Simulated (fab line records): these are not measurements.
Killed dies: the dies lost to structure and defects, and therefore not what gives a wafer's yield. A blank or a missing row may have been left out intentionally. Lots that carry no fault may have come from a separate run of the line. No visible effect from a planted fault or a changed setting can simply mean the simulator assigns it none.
The tool behind it: which one? + flow sky130 + 6 lots, 17 wafers sampled, at 2 steps of a route of 708

## WHAT EACH GAUGE READ, for each wafer
SKY_METAL1_OVL_MEAS_16.
| lot  | measured     | on         | METAL1_OVL (nm) |
|------|--------------|------------|-----------------|
| L793 | day 34 02:54 | overlay-01 | 4 1 4           |
| L795 | day 34 16:22 | overlay-02 | 6 8 4           |
| L800 | day 35 18:48 | overlay-02 | 11 2 11         |
| L808 | day 38 06:53 | overlay-02 | 5 -2            |
| L810 | day 38 23:40 | overlay-01 | 4 7 5           |
| L813 | day 39 11:05 | overlay-02 | 3 7 -1          |

## WHAT TOOL EACH LOT RAN ON (gives the tool, then ch and the chambers of the sampled wafers, and finally the start)
| lot  | SKY_CONTACT_SPUTTER_23       |
|------|------------------------------|
| L793 | pvd-sputter-02, day 32 22:51 |
| L795 | pvd-sputter-03, day 33 12:38 |
| L800 | pvd-sputter-01, day 34 15:41 |
| L808 | pvd-sputter-01, day 37 05:59 |
| L810 | pvd-sputter-03, day 37 21:18 |
| L813 | pvd-sputter-03, day 38 08:16 |
- SKY_CONTACT_SPUTTER_23: material TiN, target thk 20 nm, time 80 s.

## THE ANSWER, worked out from the rows above alone
Rule: the usual values come from the lots themselves. Put in order of their means at a reading, lots are off if they are a third of the lots or fewer, leave a main group of 4 or more, and stand apart from it by a gap of 3 or more times the standard deviation of the main group's means; of several such gaps the widest counts. The tables above print the reading to a certain number of digits; a main group whose means all agree to those digits is not used. A lot without any number at a reading at which 4 lots or more have one is off too. All remaining lots with rows at the step are treated as sound.
No lot is off at any reading shown: from this, nothing can be told.

## WHAT THE SIMULATOR PUT IN
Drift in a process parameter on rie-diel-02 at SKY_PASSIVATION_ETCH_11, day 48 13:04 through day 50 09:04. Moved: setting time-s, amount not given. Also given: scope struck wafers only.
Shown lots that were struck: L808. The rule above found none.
